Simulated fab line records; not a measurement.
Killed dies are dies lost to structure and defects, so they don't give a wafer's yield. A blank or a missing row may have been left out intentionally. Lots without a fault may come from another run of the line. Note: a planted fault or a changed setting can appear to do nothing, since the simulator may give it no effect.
Which of the tools did it? + flow gf180mcu + 36 wafers from 12 lots sampled at 5 of the route's 602 steps

WHAT THE GAUGES READ, wafer by wafer
GF_M5_OVL_MEAS_08.
| lot  | measured     | on         | M5_OVL (nm) |
|------|--------------|------------|-------------|
| L312 | day 26 15:46 | overlay-02 | 4 13 9      |
| L315 | day 27 22:59 | overlay-01 | -3 1 -2     |
| L319 | day 29 07:28 | overlay-02 | 6 8 8       |
| L318 | day 29 08:19 | overlay-02 | 5 5 9       |
| L326 | day 31 01:44 | overlay-01 | 1 -3 -9     |
| L328 | day 31 16:57 | overlay-01 | -8 -6 -6    |
| L329 | day 31 17:40 | overlay-01 | 6 9 2       |
| L330 | day 32 00:49 | overlay-01 | -4 0 -3     |
| L331 | day 32 06:37 | overlay-01 | 0 5 5       |
| L332 | day 32 12:37 | overlay-02 | 7 7 7       |
| L333 | day 32 21:22 | overlay-01 | -6 -4 0     |
| L334 | day 32 22:12 | overlay-01 | 10 6 19     |

GF_PASSIVATION_THK_MEAS_03.
| lot  | measured     | on           | PASSIVATION_CVD_02_THK (nm) |
|------|--------------|--------------|-----------------------------|
| L312 | day 28 11:08 | filmMetro-04 | 693 713 710                 |
| L315 | day 29 18:00 | filmMetro-03 | 688 649 662                 |
| L319 | day 31 00:13 | filmMetro-02 | 667 699 702                 |
| L318 | day 31 01:46 | filmMetro-04 | 682 656 702                 |
| L326 | day 32 16:17 | filmMetro-02 | 695 697 712                 |
| L328 | day 33 06:56 | filmMetro-03 | 696 718 709                 |
| L329 | day 33 08:16 | filmMetro-02 | 709 714 708                 |
| L330 | day 33 14:52 | filmMetro-04 | 692 690 696                 |
| L331 | day 33 20:37 | filmMetro-04 | 688 699 698                 |
| L332 | day 34 01:34 | filmMetro-02 | 678 694 705                 |
| L333 | day 34 09:33 | filmMetro-02 | 687 693 697                 |
| L334 | day 34 10:05 | filmMetro-04 | 706 711 713                 |

TOOL THAT RAN EACH LOT (tool first, then ch and the chambers of the sampled wafers, then the start)
| lot  | GF_V5_ETCH_16                     | GF_V5_SPUTTER_21            | GF_PASSIVATION_CVD_02           |
|------|-----------------------------------|-----------------------------|---------------------------------|
| L312 | rieDiel-03 ch 0,2,3, day 27 12:31 | pvdSputter-01, day 27 13:12 | pecvd-03 ch 1,2, day 28 10:50   |
| L315 | rieDiel-04 ch 0,3, day 28 19:44   | pvdSputter-03, day 28 20:25 | pecvd-04 ch 0,2, day 29 17:42   |
| L319 | rieDiel-04 ch 1,2,3, day 30 03:34 | pvdSputter-03, day 30 04:15 | pecvd-04 ch 0,1,2, day 30 23:55 |
| L318 | rieDiel-01 ch 0,1,2, day 30 04:02 | pvdSputter-01, day 30 04:43 | pecvd-04 ch 0,2, day 31 01:29   |
| L326 | rieDiel-03 ch 1,2,3, day 31 20:40 | pvdSputter-03, day 31 21:20 | pecvd-03 ch 0,1,2, day 32 15:59 |
| L328 | rieDiel-03 ch 0,3, day 32 11:19   | pvdSputter-03, day 32 11:59 | pecvd-01 ch 0,1,2, day 33 06:38 |
| L329 | rieDiel-04 ch 0,2,3, day 32 12:59 | pvdSputter-04, day 32 13:41 | pecvd-01 ch 0,1,2, day 33 08:05 |
| L330 | rieDiel-04 ch 0,1,3, day 32 19:25 | pvdSputter-04, day 32 20:05 | pecvd-03 ch 0,2, day 33 14:34   |
| L331 | rieDiel-04 ch 0,1, day 33 01:29   | pvdSputter-01, day 33 02:11 | pecvd-04 ch 0,1, day 33 20:11   |
| L332 | rieDiel-04 ch 0,1,3, day 33 06:32 | pvdSputter-04, day 33 07:13 | pecvd-04 ch 0,1,2, day 34 01:16 |
| L333 | rieDiel-03 ch 0,1,2, day 33 15:17 | pvdSputter-01, day 33 15:59 | pecvd-01 ch 1,2, day 34 09:14   |
| L334 | rieDiel-04 ch 1,2,3, day 33 16:14 | pvdSputter-01, day 33 16:58 | pecvd-01 ch 0,1, day 34 09:47   |
- GF_V5_ETCH_16: etches BARC in N2/H2.
- GF_V5_SPUTTER_21: material Ti, target thk 15 nm, time 80.02 s.
- GF_PASSIVATION_CVD_02: deposits Si3N4, target thk 700 nm, time 486.18 s.

AS READ BY THE TOOLS THEMSELVES (means over the sampled wafers that have a number; for cases with no such wafer, the mark the record gives instead)
GF_V5_ETCH_16.
| lot  | tool       | drypumpMotorCurrentA (A) | oesProductAu (a.u.) | throttleValvePct (%) |
|------|------------|--------------------------|---------------------|----------------------|
| L312 | rieDiel-03 | 6.1                      | 0.856               | 13.226               |
| L315 | rieDiel-04 | 5.9                      | 0.854               | 13.230               |
| L319 | rieDiel-04 | 5.4                      | 0.852               | 13.225               |
| L318 | rieDiel-01 | 5.9                      | 0.857               | 13.218               |
| L326 | rieDiel-03 | 5.8                      | 0.855               | 13.223               |
| L328 | rieDiel-03 | 6.4                      | 0.852               | 13.235               |
| L329 | rieDiel-04 | 5.9                      | 0.853               | 13.227               |
| L330 | rieDiel-04 | 5.4                      | 0.856               | 13.225               |
| L331 | rieDiel-04 | 5.7                      | 0.855               | 13.221               |
| L332 | rieDiel-04 | 5.4                      | 0.851               | 13.230               |
| L333 | rieDiel-03 | 5.7                      | 0.857               | 13.229               |
| L334 | rieDiel-04 | 5.4                      | 0.856               | 13.219               |

GF_V5_SPUTTER_21.
| lot  | tool          | cathodeDcPowerW (W) | throttleValvePct (%) |
|------|---------------|---------------------|----------------------|
| L312 | pvdSputter-01 | 2499.8              | 29.6                 |
| L315 | pvdSputter-03 | 2500.0              | 29.7                 |
| L319 | pvdSputter-03 | 2499.8              | 30.5                 |
| L318 | pvdSputter-01 | 2500.4              | 29.2                 |
| L326 | pvdSputter-03 | 2500.1              | 30.0                 |
| L328 | pvdSputter-03 | 2499.5              | 29.3                 |
| L329 | pvdSputter-04 | 2500.0              | 29.4                 |
| L330 | pvdSputter-04 | 2499.8              | 29.5                 |
| L331 | pvdSputter-01 | 2500.1              | 29.2                 |
| L332 | pvdSputter-04 | 2499.6              | 29.3                 |
| L333 | pvdSputter-01 | 2500.6              | 29.7                 |
| L334 | pvdSputter-01 | 2499.9              | 29.5                 |

GF_PASSIVATION_CVD_02.
| lot  | tool     | heaterPowerOuterW (W) | heaterPowerW (W) | rfFwdPowerW (W) | susceptorTempC (C) |
|------|----------|-----------------------|------------------|-----------------|--------------------|
| L312 | pecvd-03 | 415                   | 713              | 448.9           | 400.17             |
| L315 | pecvd-04 | 435                   | 744              | 402.0           | 399.72             |
| L319 | pecvd-04 | 448                   | 713              | 423.8           | 400.01             |
| L318 | pecvd-04 | 464                   | 739              | 426.8           | 400.06             |
| L326 | pecvd-03 | 427                   | 710              | 451.0           | 400.06             |
| L328 | pecvd-01 | 427                   | 676              | 449.9           | 400.01             |
| L329 | pecvd-01 | 403                   | 655              | 449.0           | 400.01             |
| L330 | pecvd-03 | 426                   | 736              | 450.1           | 400.23             |
| L331 | pecvd-04 | 494                   | 746              | 449.5           | 399.94             |
| L332 | pecvd-04 | 429                   | 701              | 449.4           | 399.99             |
| L333 | pecvd-01 | 397                   | 604              | 449.8           | 399.83             |
| L334 | pecvd-01 | 403                   | 613              | 449.6           | 400.00             |

THE ANSWER, worked out from the rows above alone
Rule: the usual values come from the lots themselves. The widest of any qualifying gaps counts: lots, ordered by their means at a reading, are off when they make up no more than a third of the lots, leave a main group of 4 or more, and stand apart from it by 3 or more times the standard deviation of that group's means. A main group is skipped when, at the precision printed for the reading in the tables above, its means are all equal. Also off: a lot with no number at a reading for which 4 or more lots have one. The other lots that the step has rows for count as sound. After the gauges, taken in route order, come the tools' own readings; for these a lot's mean is taken, as printed above. The first step at which some lot is off is used, and at that step the reading that is off furthest; a lot without a number counts as furthest.
Off, at GF_PASSIVATION_CVD_02 on rfFwdPowerW: L315, L319, L318. The main group has a mean of 449.7 W with a standard deviation of 0.59.
A tool fits if, at that step or a process step before it, it ran every lot that is off, and no sound lot after the first of them. Not one of the candidates tried fits.

WHAT THE SIMULATOR PUT IN
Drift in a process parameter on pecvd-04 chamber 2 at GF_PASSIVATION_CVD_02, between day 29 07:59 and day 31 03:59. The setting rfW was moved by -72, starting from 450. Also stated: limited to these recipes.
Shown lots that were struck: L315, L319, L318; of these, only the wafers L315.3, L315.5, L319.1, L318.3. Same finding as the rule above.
